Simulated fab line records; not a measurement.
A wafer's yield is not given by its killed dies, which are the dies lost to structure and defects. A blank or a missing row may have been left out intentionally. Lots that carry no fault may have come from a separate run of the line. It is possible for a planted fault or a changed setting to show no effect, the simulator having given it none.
fab line records || flow sky130 || part 2 of 2: steps 32 to 41 of 41
record {"lots": 5, "wafers": 15, "last_day": 48}
route steps=708 shown VT_ADJUST_PCH@150 SONOS_TUNNEL@154 SONOS_ONO@168 GATE_OXIDE@187
lots that met no fault: from a run of the same line without faults
start_h: the number of hours between the record's first day and the start of the first shown wafer of the lot || wait_h: time in hours since the lot's previous step || " unchanged from the row above || L1.1+2: a row that stands for several wafers || - no value, or no start given || * or withheld: withheld || < > ~ a bound
route shown NAME@n: names a module that has steps shown in the file, with the first one's number in the route || usual: average and standard deviation across the fault-free wafers || same: alike in all rows || chamber/n: place in a boat || sites: readings site by site || _std_site: standard deviation across them || _edge_site: inner sites' mean taken away from outer sites' mean || radius_mm: how far each site lies from the wafer's centre || mask NAME#n: copy n || behind: the tool/chamber that last shaped the wafer || hold: cause of the lot's hold/its duration in hours/its outcome || device: whichever transistor did not switch (one of n, p or np) || end of line: at the end of the route, the tests of the same wafers || where a step has no rows: the recipe by itself || killed: not the wafer's yield, but the dies lost to structure and defects at the first sort || map: a wafer's dies, x killed, . not, _ none there
set.NAME: the setting the step ran with; set.NAME@STEP: the setting that earlier step ran with || model.NAME: the simulator's own value behind a step, which no gauge read
lots at some steps of the route; a table a step, a row a wafer
services: a tool's chamber out of use, with start hour (start_h, from the record's first day; less than 0 if before it), hours out, and reason
## steps
# step SKY_SONOS_ONO_CD_MEAS_13
# recipe {"target_cd_nm": 410}
# usual {"cd_nm": "410.9/2.1"}
{"lot.wafer": "L075.2", "tool": "cd_sem-02", "chamber": "-", "start_h": 281.67, "wait_h": 0.1, "cd_nm": 412.3}
{"lot.wafer": "L075.3", "tool": "cd_sem-02", "chamber": "-", "start_h": 281.67, "wait_h": 0.1, "cd_nm": 411.1}
{"lot.wafer": "L075.6", "tool": "cd_sem-02", "chamber": "-", "start_h": 281.67, "wait_h": 0.1, "cd_nm": 411.3}
{"lot.wafer": "L077.2", "tool": "cd_sem-01", "chamber": "-", "start_h": 304.41, "wait_h": 0.1, "cd_nm": 408.6}
{"lot.wafer": "L077.3", "tool": "cd_sem-01", "chamber": "-", "start_h": 304.41, "wait_h": 0.1, "cd_nm": 408.7}
{"lot.wafer": "L077.6", "tool": "cd_sem-01", "chamber": "-", "start_h": 304.41, "wait_h": 0.1, "cd_nm": 410.3}
{"lot.wafer": "L080.2", "tool": "cd_sem-02", "chamber": "-", "start_h": 332.08, "wait_h": 0.1, "cd_nm": 407.7}
{"lot.wafer": "L080.3", "tool": "cd_sem-02", "chamber": "-", "start_h": 332.08, "wait_h": 0.1, "cd_nm": 407.5}
{"lot.wafer": "L080.6", "tool": "cd_sem-02", "chamber": "-", "start_h": 332.08, "wait_h": 0.1, "cd_nm": 407.8}
{"lot.wafer": "L084.2", "tool": "cd_sem-01", "chamber": "-", "start_h": 362.12, "wait_h": 0.1, "cd_nm": 412.5}
{"lot.wafer": "L084.4", "tool": "cd_sem-01", "chamber": "-", "start_h": 362.12, "wait_h": 0.1, "cd_nm": 413.8}
{"lot.wafer": "L084.6", "tool": "cd_sem-01", "chamber": "-", "start_h": 362.12, "wait_h": 0.1, "cd_nm": 413.4}
{"lot.wafer": "L086.3", "tool": "cd_sem-02", "chamber": "-", "start_h": 378.98, "wait_h": 0.1, "cd_nm": 410.3}
{"lot.wafer": "L086.4", "tool": "cd_sem-02", "chamber": "-", "start_h": 378.98, "wait_h": 0.1, "cd_nm": 410.0}
{"lot.wafer": "L086.5", "tool": "cd_sem-02", "chamber": "-", "start_h": 378.98, "wait_h": 0.1, "cd_nm": 413.0}
# step SKY_SONOS_ONO_OVL_MEAS_14
# usual {"SONOS_ONO_OVL": "0.4/1.2"}
{"lot.wafer": "L075.2", "tool": "overlay-02", "chamber": "-", "start_h": 281.77, "wait_h": 0.1, "SONOS_ONO_OVL[nm]": -1.0}
{"lot.wafer": "L075.3", "tool": "overlay-02", "chamber": "-", "start_h": 281.77, "wait_h": 0.1, "SONOS_ONO_OVL[nm]": 0.2}
{"lot.wafer": "L075.6", "tool": "overlay-02", "chamber": "-", "start_h": 281.77, "wait_h": 0.1, "SONOS_ONO_OVL[nm]": 0.4}
{"lot.wafer": "L077.2", "tool": "overlay-02", "chamber": "-", "start_h": 304.51, "wait_h": 0.1, "SONOS_ONO_OVL[nm]": -2.6}
{"lot.wafer": "L077.3", "tool": "overlay-02", "chamber": "-", "start_h": 304.51, "wait_h": 0.1, "SONOS_ONO_OVL[nm]": -1.7}
{"lot.wafer": "L077.6", "tool": "overlay-02", "chamber": "-", "start_h": 304.51, "wait_h": 0.1, "SONOS_ONO_OVL[nm]": -3.1}
{"lot.wafer": "L080.2", "tool": "overlay-02", "chamber": "-", "start_h": 332.19, "wait_h": 0.1, "SONOS_ONO_OVL[nm]": -0.2}
{"lot.wafer": "L080.3", "tool": "overlay-02", "chamber": "-", "start_h": 332.19, "wait_h": 0.1, "SONOS_ONO_OVL[nm]": 1.8}
{"lot.wafer": "L080.6", "tool": "overlay-02", "chamber": "-", "start_h": 332.19, "wait_h": 0.1, "SONOS_ONO_OVL[nm]": -0.1}
{"lot.wafer": "L084.2", "tool": "overlay-02", "chamber": "-", "start_h": 362.22, "wait_h": 0.1, "SONOS_ONO_OVL[nm]": 1.3}
{"lot.wafer": "L084.4", "tool": "overlay-02", "chamber": "-", "start_h": 362.22, "wait_h": 0.1, "SONOS_ONO_OVL[nm]": 0.4}
{"lot.wafer": "L084.6", "tool": "overlay-02", "chamber": "-", "start_h": 362.22, "wait_h": 0.1, "SONOS_ONO_OVL[nm]": 0.7}
{"lot.wafer": "L086.3", "tool": "overlay-01", "chamber": "-", "start_h": 379.07, "wait_h": 0.1, "SONOS_ONO_OVL[nm]": 2.2}
{"lot.wafer": "L086.4", "tool": "overlay-01", "chamber": "-", "start_h": 379.07, "wait_h": 0.1, "SONOS_ONO_OVL[nm]": 1.0}
{"lot.wafer": "L086.5", "tool": "overlay-01", "chamber": "-", "start_h": 379.07, "wait_h": 0.1, "SONOS_ONO_OVL[nm]": 1.7}
# step SKY_SONOS_ONO_ETCH_15
# recipe {"target_depth_nm": 19.52, "chemistry": "CHF3/O2", "source_w": 600, "bias_w": 200, "pressure_mtorr": 40, "chf3_flow_sccm": 50, "O2_flow_sccm": 5, "time_s": 7.8}
# usual {"drypump_motor_current_A": "5.88/0.28", "oes_product_au": "1.003/0.0087", "throttle_valve_pct": "8.825/0.0096"}
# same {"time_s": 7.8}
{"lot.wafer": "L075.2", "tool": "rie_diel-04", "chamber": 2, "start_h": 281.80, "wait_h": 0.0, "drypump_motor_current_A": 5.34, "oes_product_au": 1.009, "rf_hours_counter_h": 8, "throttle_valve_pct": 8.824}
{"lot.wafer": "L075.3", "tool": "rie_diel-04", "chamber": 0, "start_h": 281.80, "wait_h": 0.0, "drypump_motor_current_A": 6.12, "oes_product_au": 1.013, "rf_hours_counter_h": 28, "throttle_valve_pct": 8.819}
{"lot.wafer": "L075.6", "tool": "rie_diel-04", "chamber": 1, "start_h": 281.80, "wait_h": 0.0, "drypump_motor_current_A": 6.13, "oes_product_au": 0.989, "rf_hours_counter_h": "-", "throttle_valve_pct": 8.827}
{"lot.wafer": "L077.2", "tool": "rie_diel-01", "chamber": 0, "start_h": 304.54, "wait_h": 0.0, "drypump_motor_current_A": 5.61, "oes_product_au": 0.990, "rf_hours_counter_h": 126, "throttle_valve_pct": 8.822}
{"lot.wafer": "L077.3", "tool": "rie_diel-01", "chamber": 2, "start_h": 304.54, "wait_h": 0.0, "drypump_motor_current_A": 5.91, "oes_product_au": 1.005, "rf_hours_counter_h": 91, "throttle_valve_pct": 8.824}
{"lot.wafer": "L077.6", "tool": "rie_diel-01", "chamber": 3, "start_h": 304.54, "wait_h": 0.0, "drypump_motor_current_A": 5.97, "oes_product_au": 0.998, "rf_hours_counter_h": "-", "throttle_valve_pct": 8.827}
{"lot.wafer": "L080.2", "tool": "rie_diel-03", "chamber": 0, "start_h": 332.22, "wait_h": 0.0, "drypump_motor_current_A": 5.97, "oes_product_au": 1.012, "rf_hours_counter_h": 120, "throttle_valve_pct": 8.813}
{"lot.wafer": "L080.3", "tool": "rie_diel-03", "chamber": 3, "start_h": 332.22, "wait_h": 0.0, "drypump_motor_current_A": 5.75, "oes_product_au": 1.022, "rf_hours_counter_h": 87, "throttle_valve_pct": 8.827}
{"lot.wafer": "L080.6", "tool": "rie_diel-03", "chamber": 0, "start_h": 332.22, "wait_h": 0.0, "drypump_motor_current_A": 5.98, "oes_product_au": 1.005, "rf_hours_counter_h": "-", "throttle_valve_pct": 8.827}
{"lot.wafer": "L084.2", "tool": "rie_diel-04", "chamber": 1, "start_h": 362.25, "wait_h": 0.0, "drypump_motor_current_A": 6.15, "oes_product_au": 0.997, "rf_hours_counter_h": 57, "throttle_valve_pct": 8.822}
{"lot.wafer": "L084.4", "tool": "rie_diel-04", "chamber": 1, "start_h": 362.25, "wait_h": 0.0, "drypump_motor_current_A": 6.15, "oes_product_au": 0.993, "rf_hours_counter_h": "-", "throttle_valve_pct": 8.848}
{"lot.wafer": "L084.6", "tool": "rie_diel-04", "chamber": 0, "start_h": 362.25, "wait_h": 0.0, "drypump_motor_current_A": 6.12, "oes_product_au": 1.009, "rf_hours_counter_h": "-", "throttle_valve_pct": 8.814}
{"lot.wafer": "L086.3", "tool": "rie_diel-01", "chamber": 2, "start_h": 379.09, "wait_h": 0.0, "drypump_motor_current_A": 5.94, "oes_product_au": 1.003, "rf_hours_counter_h": 93, "throttle_valve_pct": 8.829}
{"lot.wafer": "L086.4", "tool": "rie_diel-01", "chamber": 3, "start_h": 379.09, "wait_h": 0.0, "drypump_motor_current_A": 5.97, "oes_product_au": 1.012, "rf_hours_counter_h": 7, "throttle_valve_pct": 8.820}
{"lot.wafer": "L086.5", "tool": "rie_diel-01", "chamber": 2, "start_h": 379.09, "wait_h": 0.0, "drypump_motor_current_A": 5.93, "oes_product_au": 1.006, "rf_hours_counter_h": "-", "throttle_valve_pct": 8.806}
# step SKY_SONOS_ONO_WET_ETCH_16
# recipe {"chemistry": "dHF", "target_depth_nm": 14, "dry": "n2_spin", "target": "SiO2", "dilution": "100:1", "temp_c": 25, "time_s": 280}
# same {"time_s": 280}
{"lot.wafer": "L075.2+3+6", "tool": "wet_bench-04", "chamber": 1, "start_h": 281.82, "wait_h": 0.0}
{"lot.wafer": "L077.2+3+6", "tool": "wet_bench-04", "chamber": 1, "start_h": 304.56, "wait_h": 0.0}
{"lot.wafer": "L080.2+3+6", "tool": "wet_bench-01", "chamber": 0, "start_h": 332.24, "wait_h": 0.0}
{"lot.wafer": "L084.2+4+6", "tool": "wet_bench-04", "chamber": 0, "start_h": 362.27, "wait_h": 0.0}
{"lot.wafer": "L086.3+4+5", "tool": "wet_bench-04", "chamber": 0, "start_h": 379.11, "wait_h": 0.0}
# step SKY_SONOS_ONO_STRIP_17
# recipe {"chemistry": "O2/N2", "power_w": 1400, "pressure_mtorr": 1500, "platen_temp_c": "withheld", "o2_flow_sccm": 3000, "n2_flow_sccm": 300, "overash_fraction": 0.5}
# usual {"drypump_motor_current_A": "5.6/0.46", "n2_flow_sccm": "300.0/0.92", "oes_product_au": "0.710/0.0047", "strip_time_to_endpoint_s": "14.13/0.038"}
# same {"overash_fraction": 0.5}
{"lot.wafer": "L075.2", "tool": "plasma_asher-01", "chamber": 0, "start_h": 281.91, "wait_h": 0.0, "drypump_motor_current_A": 5.8, "n2_flow_sccm": 299.1, "oes_product_au": 0.716, "rf_hours_counter_h": 17, "strip_time_to_endpoint_s": 14.19}
{"lot.wafer": "L075.3", "tool": "plasma_asher-01", "chamber": 0, "start_h": 281.91, "wait_h": 0.0, "drypump_motor_current_A": 5.8, "n2_flow_sccm": 299.9, "oes_product_au": 0.710, "rf_hours_counter_h": "-", "strip_time_to_endpoint_s": 14.20}
{"lot.wafer": "L075.6", "tool": "plasma_asher-01", "chamber": 1, "start_h": 281.91, "wait_h": 0.0, "drypump_motor_current_A": 5.5, "n2_flow_sccm": 300.0, "oes_product_au": 0.707, "rf_hours_counter_h": "-", "strip_time_to_endpoint_s": 14.17}
{"lot.wafer": "L077.2", "tool": "plasma_asher-03", "chamber": 1, "start_h": 304.65, "wait_h": 0.0, "drypump_motor_current_A": 5.0, "n2_flow_sccm": 300.5, "oes_product_au": 0.719, "rf_hours_counter_h": 58, "strip_time_to_endpoint_s": 14.20}
{"lot.wafer": "L077.3", "tool": "plasma_asher-03", "chamber": 1, "start_h": 304.65, "wait_h": 0.0, "drypump_motor_current_A": 5.0, "n2_flow_sccm": 300.5, "oes_product_au": 0.708, "rf_hours_counter_h": "-", "strip_time_to_endpoint_s": 14.18}
{"lot.wafer": "L077.6", "tool": "plasma_asher-03", "chamber": 0, "start_h": 304.65, "wait_h": 0.0, "drypump_motor_current_A": 6.5, "n2_flow_sccm": 302.1, "oes_product_au": 0.709, "rf_hours_counter_h": "-", "strip_time_to_endpoint_s": 14.18}
{"lot.wafer": "L080.2", "tool": "plasma_asher-04", "chamber": 1, "start_h": 332.32, "wait_h": 0.0, "drypump_motor_current_A": 5.7, "n2_flow_sccm": 298.2, "oes_product_au": 0.714, "rf_hours_counter_h": 64, "strip_time_to_endpoint_s": 14.12}
{"lot.wafer": "L080.3", "tool": "plasma_asher-04", "chamber": 0, "start_h": 332.32, "wait_h": 0.0, "drypump_motor_current_A": 5.1, "n2_flow_sccm": 300.5, "oes_product_au": 0.704, "rf_hours_counter_h": "-", "strip_time_to_endpoint_s": 14.14}
{"lot.wafer": "L080.6", "tool": "plasma_asher-04", "chamber": 1, "start_h": 332.32, "wait_h": 0.0, "drypump_motor_current_A": 5.7, "n2_flow_sccm": 299.8, "oes_product_au": 0.712, "rf_hours_counter_h": "-", "strip_time_to_endpoint_s": 14.11}
{"lot.wafer": "L084.2", "tool": "plasma_asher-04", "chamber": 1, "start_h": 362.36, "wait_h": 0.0, "drypump_motor_current_A": 5.7, "n2_flow_sccm": 298.0, "oes_product_au": 0.706, "rf_hours_counter_h": 67, "strip_time_to_endpoint_s": 14.06}
{"lot.wafer": "L084.4", "tool": "plasma_asher-04", "chamber": 1, "start_h": 362.36, "wait_h": 0.0, "drypump_motor_current_A": 5.7, "n2_flow_sccm": 299.2, "oes_product_au": 0.710, "rf_hours_counter_h": "-", "strip_time_to_endpoint_s": 14.09}
{"lot.wafer": "L084.6", "tool": "plasma_asher-04", "chamber": 1, "start_h": 362.36, "wait_h": 0.0, "drypump_motor_current_A": 5.7, "n2_flow_sccm": 298.8, "oes_product_au": 0.710, "rf_hours_counter_h": "-", "strip_time_to_endpoint_s": 14.08}
{"lot.wafer": "L086.3", "tool": "plasma_asher-01", "chamber": 0, "start_h": 379.23, "wait_h": 0.0, "drypump_motor_current_A": 5.8, "n2_flow_sccm": 300.5, "oes_product_au": 0.710, "rf_hours_counter_h": "-", "strip_time_to_endpoint_s": 14.11}
{"lot.wafer": "L086.4", "tool": "plasma_asher-01", "chamber": 1, "start_h": 379.23, "wait_h": 0.0, "drypump_motor_current_A": 5.5, "n2_flow_sccm": 298.3, "oes_product_au": 0.713, "rf_hours_counter_h": "-", "strip_time_to_endpoint_s": 14.12}
{"lot.wafer": "L086.5", "tool": "plasma_asher-01", "chamber": 1, "start_h": 379.23, "wait_h": 0.0, "drypump_motor_current_A": 5.5, "n2_flow_sccm": 299.6, "oes_product_au": 0.711, "rf_hours_counter_h": "-", "strip_time_to_endpoint_s": 14.08}
# step SKY_SONOS_ONO_WET_ETCH_18
# recipe {"chemistry": "H3PO4", "target_depth_nm": 15, "target": "Si3N4", "temp_c": 160, "time_s": 172}
# same {"time_s": 172}
{"lot.wafer": "L075.2+3+6", "tool": "wet_bench-03", "chamber": 0, "start_h": 282.01, "wait_h": 0.1}
{"lot.wafer": "L077.2+3+6", "tool": "wet_bench-03", "chamber": 2, "start_h": 304.75, "wait_h": 0.1}
{"lot.wafer": "L080.2+3+6", "tool": "wet_bench-04", "chamber": 1, "start_h": 332.42, "wait_h": 0.1}
{"lot.wafer": "L084.2+4+6", "tool": "wet_bench-01", "chamber": 2, "start_h": 362.46, "wait_h": 0.1}
{"lot.wafer": "L086.3+4+5", "tool": "wet_bench-04", "chamber": 0, "start_h": 379.30, "wait_h": 0.0}
# step SKY_GATE_OXIDE_CLEAN_00
# recipe {"chemistry": "SC1/SC2", "mix": "1:4:20", "temp_c": 70, "time_s": 150, "dry": "n2_spin"}
# same {"time_s": 150}
{"lot.wafer": "L075.2+3+6", "tool": "wet_bench-01", "chamber": 1, "start_h": 282.08, "wait_h": 0.0}
{"lot.wafer": "L077.2+3+6", "tool": "wet_bench-04", "chamber": 0, "start_h": 304.81, "wait_h": 0.0}
{"lot.wafer": "L080.2+3+6", "tool": "wet_bench-01", "chamber": 0, "start_h": 332.48, "wait_h": 0.0}
{"lot.wafer": "L084.2+4+6", "tool": "wet_bench-03", "chamber": 1, "start_h": 362.52, "wait_h": 0.0}
{"lot.wafer": "L086.3+4+5", "tool": "wet_bench-04", "chamber": 0, "start_h": 379.36, "wait_h": 0.0}
# step SKY_GATE_OXIDE_OXIDATION_01
# recipe {"temp_c": 900, "ambient": "O2", "stabilise_s": 600, "purge_s": 300, "target_thk_a": 102.68, "ox_time_s": 1473}
# usual {"spike_tc_lower_C": "899.7/1.3", "spike_tc_upper_C": "900.7/0.97"}
{"lot.wafer": "L075.2", "tool": "furnace-01", "chamber": 0, "start_h": 282.20, "wait_h": 0.1, "spike_tc_lower_C": 898.5, "spike_tc_upper_C": 900.4}
{"lot.wafer": "L075.3", "tool": "furnace-01", "chamber": 0, "start_h": 282.20, "wait_h": 0.1, "spike_tc_lower_C": 898.1, "spike_tc_upper_C": 901.3}
{"lot.wafer": "L075.6", "tool": "furnace-01", "chamber": 0, "start_h": 282.20, "wait_h": 0.1, "spike_tc_lower_C": 897.9, "spike_tc_upper_C": 901.3}
{"lot.wafer": "L077.2", "tool": "furnace-01", "chamber": 0, "start_h": 306.47, "wait_h": 1.6, "spike_tc_lower_C": 898.4, "spike_tc_upper_C": 900.4}
{"lot.wafer": "L077.3", "tool": "furnace-01", "chamber": 0, "start_h": 306.47, "wait_h": 1.6, "spike_tc_lower_C": 898.0, "spike_tc_upper_C": 902.0}
{"lot.wafer": "L077.6", "tool": "furnace-01", "chamber": 0, "start_h": 306.47, "wait_h": 1.6, "spike_tc_lower_C": 898.5, "spike_tc_upper_C": 899.5}
{"lot.wafer": "L080.2", "tool": "furnace-02", "chamber": 0, "start_h": 334.95, "wait_h": 2.4, "spike_tc_lower_C": 902.1, "spike_tc_upper_C": 901.5}
{"lot.wafer": "L080.3", "tool": "furnace-02", "chamber": 0, "start_h": 334.95, "wait_h": 2.4, "spike_tc_lower_C": 899.9, "spike_tc_upper_C": 899.5}
{"lot.wafer": "L080.6", "tool": "furnace-02", "chamber": 0, "start_h": 334.95, "wait_h": 2.4, "spike_tc_lower_C": 901.4, "spike_tc_upper_C": 899.8}
{"lot.wafer": "L084.2", "tool": "furnace-02", "chamber": 0, "start_h": 362.57, "wait_h": 0.0, "spike_tc_lower_C": 900.7, "spike_tc_upper_C": 900.3}
{"lot.wafer": "L084.4", "tool": "furnace-02", "chamber": 0, "start_h": 362.57, "wait_h": 0.0, "spike_tc_lower_C": 900.4, "spike_tc_upper_C": 901.4}
{"lot.wafer": "L084.6", "tool": "furnace-02", "chamber": 0, "start_h": 362.57, "wait_h": 0.0, "spike_tc_lower_C": 901.2, "spike_tc_upper_C": 899.1}
{"lot.wafer": "L086.3", "tool": "furnace-01", "chamber": 0, "start_h": 380.58, "wait_h": 1.2, "spike_tc_lower_C": 899.7, "spike_tc_upper_C": 901.3}
{"lot.wafer": "L086.4", "tool": "furnace-01", "chamber": 0, "start_h": 380.58, "wait_h": 1.2, "spike_tc_lower_C": 897.5, "spike_tc_upper_C": 901.6}
{"lot.wafer": "L086.5", "tool": "furnace-01", "chamber": 0, "start_h": 380.58, "wait_h": 1.2, "spike_tc_lower_C": 900.5, "spike_tc_upper_C": 900.8}
# step SKY_GATE_OXIDE_THK_MEAS_02
# recipe {"reads": "SiO2_of_GATE_OXIDE_OXIDATION_01"}
# usual {"GATE_OXIDE_OXIDATION_00_THK": "10.17/0.17"}
{"lot.wafer": "L075.2", "tool": "film_metro-03", "chamber": "-", "start_h": 283.62, "wait_h": 0.0, "GATE_OXIDE_OXIDATION_00_THK[nm]": 10.25}
{"lot.wafer": "L075.3", "tool": "film_metro-03", "chamber": "-", "start_h": 283.62, "wait_h": 0.0, "GATE_OXIDE_OXIDATION_00_THK[nm]": 10.26}
{"lot.wafer": "L075.6", "tool": "film_metro-03", "chamber": "-", "start_h": 283.62, "wait_h": 0.0, "GATE_OXIDE_OXIDATION_00_THK[nm]": 10.19}
{"lot.wafer": "L077.2", "tool": "film_metro-03", "chamber": "-", "start_h": 307.89, "wait_h": 0.0, "GATE_OXIDE_OXIDATION_00_THK[nm]": 10.11}
{"lot.wafer": "L077.3", "tool": "film_metro-03", "chamber": "-", "start_h": 307.89, "wait_h": 0.0, "GATE_OXIDE_OXIDATION_00_THK[nm]": 10.17}
{"lot.wafer": "L077.6", "tool": "film_metro-03", "chamber": "-", "start_h": 307.89, "wait_h": 0.0, "GATE_OXIDE_OXIDATION_00_THK[nm]": 10.03}
{"lot.wafer": "L080.2", "tool": "film_metro-02", "chamber": "-", "start_h": 336.37, "wait_h": 0.0, "GATE_OXIDE_OXIDATION_00_THK[nm]": 10.00}
{"lot.wafer": "L080.3", "tool": "film_metro-02", "chamber": "-", "start_h": 336.37, "wait_h": 0.0, "GATE_OXIDE_OXIDATION_00_THK[nm]": 10.03}
{"lot.wafer": "L080.6", "tool": "film_metro-02", "chamber": "-", "start_h": 336.37, "wait_h": 0.0, "GATE_OXIDE_OXIDATION_00_THK[nm]": 10.09}
{"lot.wafer": "L084.2", "tool": "film_metro-02", "chamber": "-", "start_h": 363.99, "wait_h": 0.0, "GATE_OXIDE_OXIDATION_00_THK[nm]": 10.24}
{"lot.wafer": "L084.4", "tool": "film_metro-02", "chamber": "-", "start_h": 363.99, "wait_h": 0.0, "GATE_OXIDE_OXIDATION_00_THK[nm]": 10.12}
{"lot.wafer": "L084.6", "tool": "film_metro-02", "chamber": "-", "start_h": 363.99, "wait_h": 0.0, "GATE_OXIDE_OXIDATION_00_THK[nm]": 10.20}
{"lot.wafer": "L086.3", "tool": "film_metro-04", "chamber": "-", "start_h": 382.01, "wait_h": 0.0, "GATE_OXIDE_OXIDATION_00_THK[nm]": 9.89}
{"lot.wafer": "L086.4", "tool": "film_metro-04", "chamber": "-", "start_h": 382.01, "wait_h": 0.0, "GATE_OXIDE_OXIDATION_00_THK[nm]": 9.89}
{"lot.wafer": "L086.5", "tool": "film_metro-04", "chamber": "-", "start_h": 382.01, "wait_h": 0.0, "GATE_OXIDE_OXIDATION_00_THK[nm]": 9.76}
# step SKY_GATE_OXIDE_DEHYDRATE_03
# recipe {"temp_c": 200, "time_s": 60}
# same {"time_s": 60}
{"lot.wafer": "L075.2+3+6", "tool": "litho_track-02", "chamber": 0, "start_h": 295.31, "wait_h": 11.7}
{"lot.wafer": "L077.2+3+6", "tool": "litho_track-01", "chamber": 0, "start_h": 319.67, "wait_h": 11.8}
{"lot.wafer": "L080.2+3+6", "tool": "litho_track-01", "chamber": 0, "start_h": 347.72, "wait_h": 11.3}
{"lot.wafer": "L084.2+4+6", "tool": "litho_track-03", "chamber": 0, "start_h": 376.06, "wait_h": 12.1}
{"lot.wafer": "L086.3+4+5", "tool": "litho_track-02", "chamber": 0, "start_h": 395.89, "wait_h": 13.9}
## services
{"tool": "implanter-04", "chamber": "-", "start_h": 206.77, "hours": 2.3, "kind": "repair"}
{"tool": "furnace-01", "chamber": "-", "start_h": 208.03, "hours": 2.7, "kind": "pm"}
{"tool": "lpcvd-02", "chamber": "-", "start_h": 214.03, "hours": 2.2, "kind": "repair"}
{"tool": "lpcvd-02", "chamber": "-", "start_h": 216.28, "hours": 2.8, "kind": "pm"}
{"tool": "iline_stepper-02", "chamber": "-", "start_h": 223.43, "hours": 1.6, "kind": "repair"}
{"tool": "wet_bench-03", "chamber": "-", "start_h": 227.97, "hours": 24.1, "kind": "pm"}
{"tool": "iline_stepper-02", "chamber": "-", "start_h": 229.01, "hours": 11.9, "kind": "repair"}
{"tool": "wet_bench-04", "chamber": "-", "start_h": 254.03, "hours": 1.6, "kind": "repair"}
{"tool": "plasma_asher-04", "chamber": "-", "start_h": 255.45, "hours": 0.8, "kind": "repair"}
{"tool": "iline_stepper-02", "chamber": "-", "start_h": 256.77, "hours": 1.7, "kind": "pm"}
{"tool": "implanter-04", "chamber": "-", "start_h": 260.66, "hours": 1.9, "kind": "repair"}
{"tool": "lpcvd-02", "chamber": "-", "start_h": 263.85, "hours": 1.4, "kind": "repair"}
{"tool": "plasma_asher-04", "chamber": "-", "start_h": 277.09, "hours": 31.9, "kind": "repair"}
{"tool": "furnace-02", "chamber": "-", "start_h": 302.93, "hours": 3.3, "kind": "pm"}
{"tool": "wet_bench-01", "chamber": "-", "start_h": 316.01, "hours": 0.6, "kind": "repair"}
{"tool": "furnace-02", "chamber": "-", "start_h": 322.31, "hours": 8.4, "kind": "repair"}
{"tool": "iline_stepper-01", "chamber": "-", "start_h": 325.59, "hours": 6.8, "kind": "repair"}
{"tool": "iline_stepper-01", "chamber": "-", "start_h": 342.19, "hours": 4.1, "kind": "repair"}
{"tool": "lpcvd-02", "chamber": "-", "start_h": 351.26, "hours": 6.1, "kind": "pm"}
{"tool": "lpcvd-03", "chamber": "-", "start_h": 351.84, "hours": 1.4, "kind": "repair"}
{"tool": "iline_stepper-01", "chamber": "-", "start_h": 359.45, "hours": 1.7, "kind": "pm"}
{"tool": "furnace-01", "chamber": "-", "start_h": 375.54, "hours": 3.9, "kind": "pm"}
{"tool": "iline_stepper-01", "chamber": "-", "start_h": 381.90, "hours": 2.1, "kind": "pm"}
{"tool": "furnace-02", "chamber": "-", "start_h": 382.04, "hours": 10.0, "kind": "repair"}
